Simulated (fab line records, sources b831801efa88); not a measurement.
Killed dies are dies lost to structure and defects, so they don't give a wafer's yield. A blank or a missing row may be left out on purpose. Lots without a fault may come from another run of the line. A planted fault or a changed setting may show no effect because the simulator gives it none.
Split-lot experiment | flow gf180mcu | 5 lots, 23 wafers read, on a route of 602 steps

THE SPLIT
At GF_PASSIVATION_CVD_00 (deposits SiO2 from TEOS, target thk 1000 nm, time 111.95 s), the setting time_s was moved away from the recipe's 111.95 s on 9 of the 23 wafers read, by -13.4% to +11.3%. The other wafers ran this setting at the recipe's value.

FROM THE SPLIT TO THE READING: what the file shows between them, 2 steps
- GF_PASSIVATION_THK_MEAS_01
- GF_PASSIVATION_DEVELOP_10: develop time 60 s (also split here: develop_time_s)

THE READING
oes_product_au, in a.u., at GF_PASSIVATION_ETCH_11 (etches the open film in CF4/O2, stops on TiN, target depth 1800 nm, time 400 s). Fault-free wafers of this fab line usually give 0.964 a.u., standard deviation 0.0067 a.u..

wafer  | tool, chamber at the split | time_s as run, s | against the recipe | oes_product_au, a.u. | against lot-mates on the recipe
L076.2 | pecvd-04, 2                | 97               | -13.4%             | 0.907                | -0.052
L076.3 | pecvd-04, 1                | 111.95           | recipe             | 0.957                | -
L076.4 | pecvd-04, 2                | 97               | -13.4%             | 0.919                | -0.040
L076.5 | pecvd-04, 0                | 97               | -13.4%             | 0.929                | -0.030
L076.6 | pecvd-04, 1                | 111.95           | recipe             | 0.962                | -
L077.1 | pecvd-02, 1                | 111.95           | recipe             | 0.955                | -
L077.2 | pecvd-02, 0                | 111.95           | recipe             | 0.962                | -
L077.6 | pecvd-02, 2                | 111.95           | recipe             | 0.969                | -
L080.1 | pecvd-02, 2                | 100.1            | -10.6%             | 0.929                | -0.040
L080.2 | pecvd-02, 1                | 111.95           | recipe             | 0.966                | -
L080.3 | pecvd-02, 0                | 100.1            | -10.6%             | 0.935                | -0.034
L080.5 | pecvd-02, 1                | 111.95           | recipe             | 0.973                | -
L080.6 | pecvd-02, 0                | 100.1            | -10.6%             | 0.935                | -0.034
L082.1 | pecvd-02, 2                | 111.95           | recipe             | 0.962                | -
L082.2 | pecvd-02, 1                | 124.6            | +11.3%             | 0.994                | +0.032
L082.3 | pecvd-02, 0                | 124.6            | +11.3%             | 0.996                | +0.034
L082.5 | pecvd-02, 2                | 111.95           | recipe             | 0.963                | -
L082.6 | pecvd-02, 1                | 124.6            | +11.3%             | 1.007                | +0.044
L084.1 | pecvd-02, 2                | 111.95           | recipe             | 0.961                | -
L084.2 | pecvd-02, 1                | 111.95           | recipe             | 0.965                | -
L084.3 | pecvd-02, 0                | 111.95           | recipe             | 0.960                | -
L084.5 | pecvd-02, 1                | 111.95           | recipe             | 0.963                | -
L084.6 | pecvd-02, 2                | 111.95           | recipe             | 0.961                | -

THE FIT
A straight line over all 23 wafers: oes_product_au changes by +0.00316 a.u. for each +1% of time_s; r = +0.97; the points scatter about the line by 0.0057 a.u..
The same after taking each lot's own level away (the mean of its wafers on the recipe; 23 wafers): +0.00322 a.u. for each +1%; r = +0.98; scatter 0.0051 a.u..
On that fit, the largest move of time_s shifts the reading by 0.043 a.u..
The lots' own levels span 0.9595 to 0.9695 a.u., that is 1.5 times the standard deviation above.
So the lot-to-lot level changes the slope little: the two slopes agree.
Check: with one of the wafers moved furthest among these (-13.4%) left out of the fit, the line predicts -0.0413 a.u. for it against its lot-mates. It came out at -0.0525 a.u. against them.

OTHER SPLITS ON THESE WAFERS
These wafers also went through other splits before the reading. Each is held against what the fit with the lots' levels taken away leaves over:
other split on the same wafers           | wafers away from the commonest value | r with oes_product_au (lot level and that fit taken away)
GF_PASSIVATION_DEVELOP_10 develop_time_s | 8                                    | +0.18

THE WHOLE CHAIN: every reading that the file lists as answering this split, in the file's order
step                       | what it does                                                                   | reading                                                                            | change (the file's fit)                   | r (the file's)
GF_PASSIVATION_CVD_00      | deposits SiO2 from TEOS, target thk 1000 nm, time 111.95 s                     | SiO2_of_PASSIVATION_CVD_00.thk_nm (the simulator's own value, which no gauge read) | +9.54 nm for each +1% of the setting      | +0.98
GF_PASSIVATION_THK_MEAS_01 |                                                                                | PASSIVATION_CVD_00_THK                                                             | +9.55 for each +1% of the setting         | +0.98
GF_PASSIVATION_ETCH_11     | etches the open film in CF4/O2, stops on TiN, target depth 1800 nm, time 400 s | oes_product_au                                                                     | +0.00321 a.u. for each +1% of the setting | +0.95
GF_PASSIVATION_ETCH_11     | etches the open film in CF4/O2, stops on TiN, target depth 1800 nm, time 400 s | PASSIVATION.feature_depth_nm (the simulator's own value, which no gauge read)      | +9.54 nm for each +1% of the setting      | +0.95

THE FILE'S OWN FIT
oes_product_au changes by +0.00321 a.u. for each +1% of time_s, r = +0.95.
